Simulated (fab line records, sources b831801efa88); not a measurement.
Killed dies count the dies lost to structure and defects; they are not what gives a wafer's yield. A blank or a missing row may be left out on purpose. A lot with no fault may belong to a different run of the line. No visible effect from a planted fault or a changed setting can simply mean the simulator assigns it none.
fab line records    flow sky130
[record] lots = 24  wafers = 72  last_day = 50
route steps=708 shown VIA2@520 METAL3@532 CAPM@540 VIA3@597 METAL5@663
lots untouched by any fault: they come from a run of this same line in which no faults occurred
start_h: hours from the record's first day to the start of the lot's first wafer shown    wait_h: hours since the lot's step before    " unchanged from the row above    L1.1+2: one row covering several wafers at once    - value missing, or start not given    * or withheld: withheld    < > ~ a bound
route shown NAME@n: a module of which the file shows steps, and the number in the route of the first    usual: average and standard deviation across the fault-free wafers    same: alike in all rows    chamber/n: place in a boat    sites: the reading at each site    _std_site: standard deviation across them    _edge_site: outer sites' mean less inner sites'    radius_mm: how far each site lies from the wafer's centre    mask NAME#n: copy n    behind: the last tool/chamber to shape the wafer    hold: reason for holding the lot/hours on hold/outcome of the hold    device: transistor that didn't switch, given as n, p or np    end of line: the route-end tests of the same wafers    where a step has no rows: the recipe by itself    killed: count of dies lost to structure and defects at first sort (not the wafer's yield)    map: shows each die of a wafer: x if killed, . if not, _ if none is there
set.NAME: the setting that was run; set.NAME@STEP: the one run at that earlier step    model.NAME: the simulator's own value behind a step, which no gauge read
a sample of lots followed through the steps of the route, with each step as a table and each wafer as a row
services: the hour from which a tool's chamber was out of use, counted from the record's first day as start_h (under 0 if before that day), plus the number of hours and why
[[steps]]
[step SKY_VIA2_OVL_MEAS_13]
[usual] VIA2_OVL = 1/5
lot.wafer  tool        chamber  start_h  wait_h  VIA2_OVL[nm]
L074.2     overlay-02  -        841.49   0.1     2
L074.4     "           -        "        "       8
L074.5     "           -        "        "       2
L075.1     overlay-01  -        850.33   0.1     2
L075.4     "           -        "        "       7
L075.5     "           -        "        "       4
L076.3     overlay-02  -        867.50   0.1     6
L076.4     "           -        "        "       -3
L076.6     "           -        "        "       -2
L077.1     overlay-02  -        868.43   0.1     10
L077.2     "           -        "        "       -3
L077.4     "           -        "        "       8
L078.2     overlay-02  -        877.58   0.1     5
L078.3     "           -        "        "       -2
L078.4     "           -        "        "       1
L079.1     overlay-01  -        888.46   0.1     3
L079.4     "           -        "        "       3
L079.5     "           -        "        "       6
L080.2     overlay-01  -        898.43   0.1     0
L080.3     "           -        "        "       6
L080.4     "           -        "        "       3
L081.1     overlay-01  -        906.08   0.1     -3
L081.2     "           -        "        "       2
L081.4     "           -        "        "       -2
L082.1     overlay-01  -        911.38   0.1     -2
L082.3     "           -        "        "       -3
L082.6     "           -        "        "       -4
L083.1     overlay-01  -        914.73   0.1     0
L083.2     "           -        "        "       5
L083.3     "           -        "        "       2
L084.1     overlay-02  -        926.13   0.1     -1
L084.2     "           -        "        "       0
L084.6     "           -        "        "       -1
L085.2     overlay-01  -        935.19   0.1     -3
L085.4     "           -        "        "       -6
L085.5     "           -        "        "       -7
L086.2     overlay-02  -        942.24   0.1     1
L086.4     "           -        "        "       11
L086.5     "           -        "        "       1
L087.2     overlay-01  -        942.59   0.1     -2
L087.3     "           -        "        "       -5
L087.5     "           -        "        "       -1
L088.1     overlay-02  -        954.61   0.1     -7
L088.4     "           -        "        "       -8
L088.5     "           -        "        "       -4
L089.1     overlay-01  -        957.93   0.1     8
L089.5     "           -        "        "       -2
L089.6     "           -        "        "       -2
L090.2     overlay-02  -        963.14   0.1     -5
L090.4     "           -        "        "       -10
L090.6     "           -        "        "       -10
L091.1     overlay-01  -        973.56   0.1     12
L091.5     "           -        "        "       7
L091.6     "           -        "        "       2
L092.3     overlay-02  -        977.50   0.1     0
L092.5     "           -        "        "       -2
L092.6     "           -        "        "       5
L093.2     overlay-01  -        986.74   0.1     -5
L093.3     "           -        "        "       -11
L093.5     "           -        "        "       -7
L094.1     overlay-02  -        991.73   0.1     3
L094.3     "           -        "        "       9
L094.6     "           -        "        "       2
L095.1     overlay-02  -        1005.68  0.1     -1
L095.4     "           -        "        "       8
L095.5     "           -        "        "       2
L096.3     overlay-02  -        1009.64  0.1     -4
L096.5     "           -        "        "       0
L096.6     "           -        "        "       -5
L097.1     overlay-02  -        1015.13  0.1     1
L097.3     "           -        "        "       -6
L097.5     "           -        "        "       0
[step SKY_METAL3_SPUTTER_00]
[recipe] material = Ti  target_thk_nm = 15  power_w = 3000  time_s = 10  chamber_pressure_pa = 0.4
[usual] throttle_valve_pct = 29.8/0.78
lot.wafer  tool            chamber  start_h  wait_h  throttle_valve_pct
L074.2     pvd_sputter-04  -        842.95   0.2     30.6
L074.4     "               -        "        "       28.9
L074.5     "               -        "        "       29.5
L075.1     pvd_sputter-04  -        851.73   0.1     28.7
L075.4     "               -        "        "       29.4
L075.5     "               -        "        "       28.8
L076.3     pvd_sputter-03  -        868.89   0.1     29.6
L076.4     "               -        "        "       30.2
L076.6     "               -        "        "       30.2
L077.1     pvd_sputter-04  -        869.88   0.1     30.5
L077.2     "               -        "        "       28.8
L077.4     "               -        "        "       29.4
L078.2     pvd_sputter-03  -        879.50   0.2     28.1
L078.3     "               -        "        "       29.9
L078.4     "               -        "        "       29.3
L079.1     pvd_sputter-03  -        889.86   0.2     30.1
L079.4     "               -        "        "       29.3
L079.5     "               -        "        "       28.2
L080.2     pvd_sputter-04  -        899.84   0.1     29.4
L080.3     "               -        "        "       29.4
L080.4     "               -        "        "       28.7
L081.1     pvd_sputter-02  -        907.51   0.1     30.9
L081.2     "               -        "        "       29.1
L081.4     "               -        "        "       31.0
L082.1     pvd_sputter-03  -        913.08   0.2     30.3
L082.3     "               -        "        "       29.5
L082.6     "               -        "        "       30.1
L083.1     pvd_sputter-02  -        916.60   0.2     30.6
L083.2     "               -        "        "       29.0
L083.3     "               -        "        "       29.7
L084.1     pvd_sputter-02  -        927.54   0.2     29.7
L084.2     "               -        "        "       30.8
L084.6     "               -        "        "       29.1
L085.2     pvd_sputter-02  -        936.59   0.1     30.7
L085.4     "               -        "        "       29.0
L085.5     "               -        "        "       29.7
L086.2     pvd_sputter-03  -        943.99   0.2     30.2
L086.4     "               -        "        "       30.2
L086.5     "               -        "        "       30.3
L087.2     pvd_sputter-04  -        944.08   0.2     30.8
L087.3     "               -        "        "       29.0
L087.5     "               -        "        "       29.3
L088.1     pvd_sputter-02  -        956.04   0.1     29.3
L088.4     "               -        "        "       30.8
L088.5     "               -        "        "       30.9
L089.1     pvd_sputter-02  -        959.37   0.1     29.1
L089.5     "               -        "        "       28.9
L089.6     "               -        "        "       30.8
L090.2     pvd_sputter-04  -        964.57   0.2     29.6
L090.4     "               -        "        "       28.6
L090.6     "               -        "        "       29.6
L091.1     pvd_sputter-04  -        974.97   0.1     29.6
L091.5     "               -        "        "       30.9
L091.6     "               -        "        "       29.6
L092.3     pvd_sputter-02  -        978.89   0.2     30.9
L092.5     "               -        "        "       30.6
L092.6     "               -        "        "       28.9
L093.2     pvd_sputter-04  -        988.14   0.2     28.7
L093.3     "               -        "        "       30.8
L093.5     "               -        "        "       28.9
L094.1     pvd_sputter-04  -        993.18   0.2     28.7
L094.3     "               -        "        "       30.5
L094.6     "               -        "        "       28.8
L095.1     pvd_sputter-02  -        1007.14  0.1     30.8
L095.4     "               -        "        "       29.0
L095.5     "               -        "        "       30.8
L096.3     pvd_sputter-02  -        1011.05  0.2     29.2
L096.5     "               -        "        "       30.9
L096.6     "               -        "        "       29.4
L097.1     pvd_sputter-02  -        1016.54  0.1     28.9
L097.3     "               -        "        "       31.1
L097.5     "               -        "        "       30.6
[step SKY_METAL3_SPUTTER_01]
[recipe] material = TiN  target_thk_nm = 20  power_w = 6500  time_s = 16.7  chamber_pressure_pa = 0.4
[usual] throttle_valve_pct = 29.8/0.79
lot.wafer  tool            chamber  start_h  wait_h  throttle_valve_pct
L074.2     pvd_sputter-04  -        842.97   0.0     30.4
L074.4     "               -        "        "       28.7
L074.5     "               -        "        "       29.3
L075.1     pvd_sputter-04  -        851.75   0.0     28.5
L075.4     "               -        "        "       29.4
L075.5     "               -        "        "       29.0
L076.3     pvd_sputter-03  -        868.92   0.0     29.2
L076.4     "               -        "        "       30.2
L076.6     "               -        "        "       30.2
L077.1     pvd_sputter-04  -        869.90   0.0     30.9
L077.2     "               -        "        "       28.7
L077.4     "               -        "        "       29.7
L078.2     pvd_sputter-03  -        879.52   0.0     28.2
L078.3     "               -        "        "       30.1
L078.4     "               -        "        "       29.4
L079.1     pvd_sputter-03  -        889.88   0.0     30.1
L079.4     "               -        "        "       29.4
L079.5     "               -        "        "       28.3
L080.2     pvd_sputter-04  -        899.86   0.0     29.5
L080.3     "               -        "        "       29.4
L080.4     "               -        "        "       28.8
L081.1     pvd_sputter-02  -        907.53   0.0     30.8
L081.2     "               -        "        "       28.8
L081.4     "               -        "        "       30.5
L082.1     pvd_sputter-03  -        913.10   0.0     30.0
L082.3     "               -        "        "       29.6
L082.6     "               -        "        "       30.3
L083.1     pvd_sputter-02  -        916.62   0.0     30.9
L083.2     "               -        "        "       29.2
L083.3     "               -        "        "       29.9
L084.1     pvd_sputter-02  -        927.57   0.0     29.6
L084.2     "               -        "        "       31.2
L084.6     "               -        "        "       28.6
L085.2     pvd_sputter-02  -        936.62   0.0     30.6
L085.4     "               -        "        "       28.9
L085.5     "               -        "        "       29.5
L086.2     pvd_sputter-03  -        944.01   0.0     29.9
L086.4     "               -        "        "       30.1
L086.5     "               -        "        "       30.3
L087.2     pvd_sputter-04  -        944.10   0.0     30.6
L087.3     "               -        "        "       28.9
L087.5     "               -        "        "       29.5
L088.1     pvd_sputter-02  -        956.06   0.0     29.2
L088.4     "               -        "        "       30.8
L088.5     "               -        "        "       30.9
L089.1     pvd_sputter-02  -        959.39   0.0     29.1
L089.5     "               -        "        "       29.2
L089.6     "               -        "        "       30.7
L090.2     pvd_sputter-04  -        964.59   0.0     29.4
L090.4     "               -        "        "       28.8
L090.6     "               -        "        "       29.7
L091.1     pvd_sputter-04  -        974.99   0.0     29.6
L091.5     "               -        "        "       30.4
L091.6     "               -        "        "       29.5
L092.3     pvd_sputter-02  -        978.91   0.0     30.8
L092.5     "               -        "        "       31.2
L092.6     "               -        "        "       28.8
L093.2     pvd_sputter-04  -        988.16   0.0     28.7
L093.3     "               -        "        "       30.3
L093.5     "               -        "        "       28.8
L094.1     pvd_sputter-04  -        993.20   0.0     28.7
L094.3     "               -        "        "       30.5
L094.6     "               -        "        "       28.7
L095.1     pvd_sputter-02  -        1007.16  0.0     30.7
L095.4     "               -        "        "       29.0
L095.5     "               -        "        "       30.9
L096.3     pvd_sputter-02  -        1011.07  0.0     29.1
L096.5     "               -        "        "       30.9
L096.6     "               -        "        "       29.8
L097.1     pvd_sputter-02  -        1016.56  0.0     29.1
L097.3     "               -        "        "       30.8
L097.5     "               -        "        "       30.6
[step SKY_CAPM_RS_MEAS_03]
[recipe] thk_meas_gauge = four-point-probe  reads = TiN_of_CAPM_SPUTTER_02
[usual] CAPM_TIN_RS = 6.90/0.076
lot.wafer  tool           chamber  start_h  wait_h  CAPM_TIN_RS[ohm/sq]
L074.2     film_metro-03  -        843.32   0.1     7.06
L074.4     "              -        "        "       7.03
L074.5     "              -        "        "       7.00
L075.1     film_metro-01  -        852.08   0.1     6.87
L075.4     "              -        "        "       6.90
L075.5     "              -        "        "       6.87
L076.3     film_metro-01  -        869.28   0.1     7.13
L076.4     "              -        "        "       6.98
L076.6     "              -        "        "       6.97
L077.1     film_metro-04  -        870.22   0.1     6.91
L077.2     "              -        "        "       6.87
L077.4     "              -        "        "       6.88
L078.2     film_metro-04  -        879.87   0.1     6.93
L078.3     "              -        "        "       7.04
L078.4     "              -        "        "       6.92
L079.1     film_metro-03  -        890.21   0.1     6.85
L079.4     "              -        "        "       6.85
L079.5     "              -        "        "       6.91
L080.2     film_metro-01  -        900.20   0.1     6.96
L080.3     "              -        "        "       6.95
L080.4     "              -        "        "       7.01
L081.1     film_metro-01  -        907.87   0.1     6.91
L081.2     "              -        "        "       6.85
L081.4     "              -        "        "       6.91
L082.1     film_metro-01  -        913.43   0.1     6.84
L082.3     "              -        "        "       6.87
L082.6     "              -        "        "       6.83
L083.1     film_metro-03  -        916.95   0.1     6.98
L083.2     "              -        "        "       6.87
L083.3     "              -        "        "       6.88
L084.1     film_metro-03  -        927.89   0.1     6.92
L084.2     "              -        "        "       6.92
L084.6     "              -        "        "       6.96
L085.2     film_metro-01  -        936.96   0.1     6.83
L085.4     "              -        "        "       6.83
L085.5     "              -        "        "       6.80
L086.2     film_metro-03  -        944.36   0.1     6.99
L086.4     "              -        "        "       6.88
L086.5     "              -        "        "       6.88
L087.2     film_metro-03  -        944.54   0.2     7.02
L087.3     "              -        "        "       7.03
L087.5     "              -        "        "       6.99
L088.1     film_metro-03  -        956.39   0.1     7.01
L088.4     "              -        "        "       7.07
L088.5     "              -        "        "       6.96
L089.1     film_metro-03  -        959.71   0.1     6.89
L089.5     "              -        "        "       6.84
L089.6     "              -        "        "       6.90
L090.2     film_metro-03  -        964.93   0.1     6.84
L090.4     "              -        "        "       6.86
L090.6     "              -        "        "       6.84
L091.1     film_metro-03  -        975.31   0.1     6.86
L091.5     "              -        "        "       6.85
L091.6     "              -        "        "       6.88
L092.3     film_metro-03  -        979.27   0.1     6.87
L092.5     "              -        "        "       6.93
L092.6     "              -        "        "       6.88
L093.2     film_metro-03  -        988.51   0.1     6.88
L093.3     "              -        "        "       6.87
L093.5     "              -        "        "       6.99
L094.1     film_metro-01  -        993.52   0.1     6.83
L094.3     "              -        "        "       6.98
L094.6     "              -        "        "       6.81
L095.1     film_metro-03  -        1007.49  0.1     6.89
L095.4     "              -        "        "       6.84
L095.5     "              -        "        "       6.84
L096.3     film_metro-01  -        1011.43  0.1     6.90
L096.5     "              -        "        "       6.83
L096.6     "              -        "        "       6.81
L097.1     film_metro-01  -        1016.89  0.1     6.81
L097.3     "              -        "        "       6.73
L097.5     "              -        "        "       6.83
[step SKY_VIA3_CMP_24]
[recipe] stop_on = SiO2  t_overpolish_s = 20  down_force_psi = 3.5  platen_rpm = 60  target_thk_nm = 0  pad_velocity_m_s = 0.94248
[usual] edge_zone_pressure_frac = 1.000/0.0051  motor_current_A = 10.1/1.2  overpolish_run_s = 20.000/0.0088  time_to_endpoint_s = 96.2/2.9
lot.wafer  tool    chamber  start_h  wait_h  edge_zone_pressure_frac  motor_current_A  overpolish_run_s  time_to_endpoint_s
L074.2     cmp-02  2        923.28   0.1     1.001                    10.6             20.007            96.4
L074.4     "       0        "        "       1.009                    8.4              19.998            94.9
L074.5     "       1        "        "       1.006                    11.9             19.987            102.0
L075.4     cmp-02  3        932.19   0.1     1.003                    10.6             20.010            95.8
L075.1     "       1        "        "       0.995                    11.4             20.003            96.6
L075.5     "       2        "        "       1.007                    10.5             19.994            94.0
L076.3     cmp-02  1        948.50   0.0     1.000                    11.3             20.010            93.6
L076.4     "       3        "        "       0.999                    10.9             19.996            95.7
L076.6     "       1        "        "       0.997                    11.9             19.989            91.8
L077.1     cmp-02  2        949.57   0.1     0.997                    10.7             19.998            92.5
L077.4     "       3        "        "       0.994                    10.6             20.011            95.6
L077.2     "       1        "        "       1.002                    11.8             19.984            93.5
L078.2     cmp-01  1        957.43   0.0     1.003                    10.6             19.994            95.2
L078.4     "       2        "        "       0.992                    8.4              19.983            92.7
L078.3     "       0        "        "       0.998                    9.4              20.003            92.6
L079.1     cmp-02  3        966.23   0.1     0.998                    10.9             20.003            101.1
L079.4     "       0        "        "       0.994                    8.6              19.993            92.5
L079.5     "       3        "        "       1.003                    10.6             19.997            97.1
L080.2     cmp-01  2        977.33   0.0     1.003                    8.5              19.993            97.5
L080.3     "       0        "        "       0.996                    9.5              19.990            94.9
L080.4     "       1        "        "       1.001                    10.7             20.009            97.5
L081.2     cmp-01  1        983.92   0.0     1.016                    10.5             20.000            95.0
L081.1     "       3        "        "       0.996                    10.4             20.005            97.9
L081.4     "       0        "        "       0.995                    9.0              20.005            92.4
L082.1     cmp-02  3        989.23   0.1     0.996                    10.7             19.993            98.5
L082.3     "       0        "        "       1.001                    8.3              20.010            91.7
L082.6     "       3        "        "       0.996                    11.0             20.000            94.2
L083.3     cmp-02  0        993.62   0.1     0.998                    8.6              20.001            95.4
L083.2     "       1        "        "       1.002                    12.0             19.995            95.1
L083.1     "       2        "        "       0.999                    10.8             20.004            95.2
L084.2     cmp-02  1        1002.98  0.1     1.001                    11.8             20.007            93.9
L084.1     "       2        "        "       0.997                    10.5             20.008            93.5
L084.6     "       1        "        "       1.002                    11.8             20.000            96.5
L085.4     cmp-01  0        1009.83  0.1     0.997                    9.2              20.004            95.3
L085.2     "       1        "        "       1.000                    10.3             20.013            102.0
L085.5     "       3        "        "       1.000                    9.7              19.987            99.5
L086.2     cmp-01  3        1018.92  0.1     1.004                    10.3             20.014            101.7
L086.4     "       1        "        "       1.002                    9.9              20.001            103.0
L086.5     "       3        "        "       1.002                    10.4             20.010            102.0
L087.2     cmp-02  1        1019.57  0.0     1.000                    11.3             20.000            96.8
L087.3     "       0        "        "       1.007                    8.6              19.992            94.7
L087.5     "       1        "        "       1.004                    11.9             20.002            95.5
L088.4     cmp-02  2        1030.19  0.3     0.994                    10.6             19.984            95.7
L088.1     "       3        "        "       1.009                    10.4             20.007            97.5
L088.5     "       0        "        "       1.000                    8.8              20.010            93.6
L089.1     cmp-02  1        1033.82  0.7     0.995                    11.4             19.994            97.1
L089.6     "       3        "        "       0.997                    10.9             20.018            94.9
L089.5     "       0        "        "       1.003                    8.0              19.994            92.9
L090.4     cmp-02  1        1038.25  0.0     1.002                    12.0             19.989            92.6
L090.2     "       3        "        "       1.002                    10.3             20.001            96.2
L090.6     "       2        "        "       0.999                    9.9              20.007            95.6
L091.1     cmp-02  0        1048.07  0.1     1.010                    8.3              19.996            94.1
L091.5     "       3        "        "       1.007                    10.0             19.998            96.6
L091.6     "       0        "        "       1.002                    9.2              19.990            96.2
L092.3     cmp-01  2        1051.09  0.1     0.995                    7.9              20.000            102.0
L092.5     "       2        "        "       0.999                    8.7              19.997            103.8
L092.6     "       3        "        "       1.007                    11.0             19.989            100.1
L093.2     cmp-01  2        1061.02  0.1     0.994                    8.2              19.989            101.1
L093.3     "       3        "        "       1.000                    9.9              19.998            100.4
L093.5     "       1        "        "       1.008                    10.6             19.999            100.8
L094.1     cmp-02  1        1065.17  0.3     0.997                    12.4             20.009            99.0
L094.3     "       3        "        "       0.993                    10.0             20.006            102.7
L094.6     "       1        "        "       1.001                    11.7             19.992            95.8
L095.1     cmp-02  3        1077.18  0.1     0.999                    10.6             20.010            96.5
L095.4     "       0        "        "       1.001                    8.7              19.993            92.4
L095.5     "       2        "        "       0.999                    9.7              20.002            93.4
L096.3     cmp-01  1        1080.28  0.1     1.003                    10.2             20.006            96.6
L096.5     "       0        "        "       0.991                    9.2              19.998            93.2
L096.6     "       1        "        "       0.999                    10.5             19.993            97.0
L097.3     cmp-02  1        1085.38  0.0     1.002                    11.8             19.993            95.6
L097.1     "       0        "        "       0.996                    8.9              19.990            94.7
L097.5     "       2        "        "       0.995                    10.5             19.988            95.3
[step SKY_METAL5_SPUTTER_02]
[recipe] material = AlCu  target_thk_nm = 1150  power_w = 10600  time_s = 61.2  chamber_pressure_pa = 0.4
[usual] throttle_valve_pct = 29.6/1.1
lot.wafer  tool            chamber  start_h  wait_h  throttle_valve_pct
L074.2     pvd_sputter-02  -        1000.82  0.0     29.2
L074.4     "               -        "        "       30.9
L074.5     "               -        "        "       28.9
L075.1     pvd_sputter-01  -        1007.42  0.0     29.1
L075.4     "               -        "        "       27.5
L075.5     "               -        "        "       27.3
L076.3     pvd_sputter-04  -        1023.05  0.0     29.2
L076.4     "               -        "        "       28.7
L076.6     "               -        "        "       28.9
L077.1     pvd_sputter-04  -        1024.58  0.0     30.5
L077.2     "               -        "        "       28.6
L077.4     "               -        "        "       29.6
L078.2     pvd_sputter-02  -        1031.04  0.0     29.9
L078.3     "               -        "        "       30.5
L078.4     "               -        "        "       28.9
L079.1     pvd_sputter-01  -        1039.20  0.0     31.2
L079.4     "               -        "        "       27.2
L079.5     "               -        "        "       31.0
L080.2     pvd_sputter-02  -        1051.11  0.0     31.0
L080.3     "               -        "        "       29.0
L080.4     "               -        "        "       30.6
L081.1     pvd_sputter-02  -        1057.72  0.0     30.8
L081.2     "               -        "        "       30.8
L081.4     "               -        "        "       30.7
L082.1     pvd_sputter-04  -        1061.45  0.0     29.5
L082.3     "               -        "        "       29.2
L082.6     "               -        "        "       29.4
L083.1     pvd_sputter-02  -        1065.41  0.0     31.0
L083.2     "               -        "        "       30.6
L083.3     "               -        "        "       28.7
L084.1     pvd_sputter-01  -        1073.17  0.0     29.9
L084.2     "               -        "        "       31.1
L084.6     "               -        "        "       27.6
L085.2     pvd_sputter-04  -        1080.15  0.0     30.7
L085.4     "               -        "        "       29.4
L085.5     "               -        "        "       29.3
L086.2     pvd_sputter-01  -        1087.77  0.0     28.9
L086.4     "               -        "        "       30.8
L086.5     "               -        "        "       29.7
L087.2     pvd_sputter-02  -        1088.86  0.0     29.8
L087.3     "               -        "        "       29.2
L087.5     "               -        "        "       29.9
L088.1     pvd_sputter-02  -        1098.17  0.0     28.9
L088.4     "               -        "        "       31.1
L088.5     "               -        "        "       29.2
L089.1     pvd_sputter-01  -        1101.05  0.0     27.5
L089.5     "               -        "        "       29.0
L089.6     "               -        "        "       27.3
L090.2     pvd_sputter-01  -        1105.70  0.0     29.0
L090.4     "               -        "        "       27.4
L090.6     "               -        "        "       27.6
L091.1     pvd_sputter-01  -        1115.66  0.0     28.9
L091.5     "               -        "        "       29.7
L091.6     "               -        "        "       31.2
L092.3     pvd_sputter-04  -        1117.48  0.0     29.4
L092.5     "               -        "        "       29.3
L092.6     "               -        "        "       29.6
L093.2     pvd_sputter-04  -        1126.43  0.0     29.2
L093.3     "               -        "        "       30.6
L093.5     "               -        "        "       29.4
L094.1     pvd_sputter-01  -        1130.33  0.0     30.9
L094.3     "               -        "        "       28.9
L094.6     "               -        "        "       29.1
L095.1     pvd_sputter-01  -        1141.19  0.0     29.0
L095.4     "               -        "        "       31.1
L095.5     "               -        "        "       27.5
L096.3     pvd_sputter-01  -        1143.28  0.0     30.0
L096.5     "               -        "        "       30.2
L096.6     "               -        "        "       27.2
L097.1     pvd_sputter-02  -        1147.70  0.0     29.1
L097.3     "               -        "        "       31.0
L097.5     "               -        "        "       30.6
[[services]]
tool            chamber  start_h  hours  kind
pvd_sputter-03  -        858.67   1.6    repair
cmp-02          -        861.85   5.1    repair
pvd_sputter-01  -        872.07   2.3    repair
pvd_sputter-03  -        906.77   1.2    repair
cmp-01          -        912.00   4.0    pm
cmp-02          -        927.18   3.9    pm
cmp-01          -        956.40   0.7    repair
pvd_sputter-02  -        972.71   4.3    repair
pvd_sputter-03  -        984.69   34.5   repair
cmp-02          -        986.51   2.3    repair
pvd_sputter-03  -        994.92   0.7    repair
cmp-01          -        1025.60  20.1   pm
pvd_sputter-04  -        1030.48  4.3    repair
cmp-02          -        1032.89  0.8    repair
pvd_sputter-03  -        1047.43  2.6    repair
cmp-01          -        1048.48  2.3    repair
cmp-01          -        1054.07  6.8    pm
cmp-02          -        1072.80  0.5    repair
cmp-02          -        1078.46  4.0    pm
cmp-02          -        1082.46  -      consumable_replace:conditioner
cmp-02          -        1082.46  -      consumable_replace:pad
cmp-01          -        1110.67  4.6    pm
pvd_sputter-02  -        1121.10  13.7   repair
cmp-02          -        1137.49  3.6    repair
[[key]]
fault none
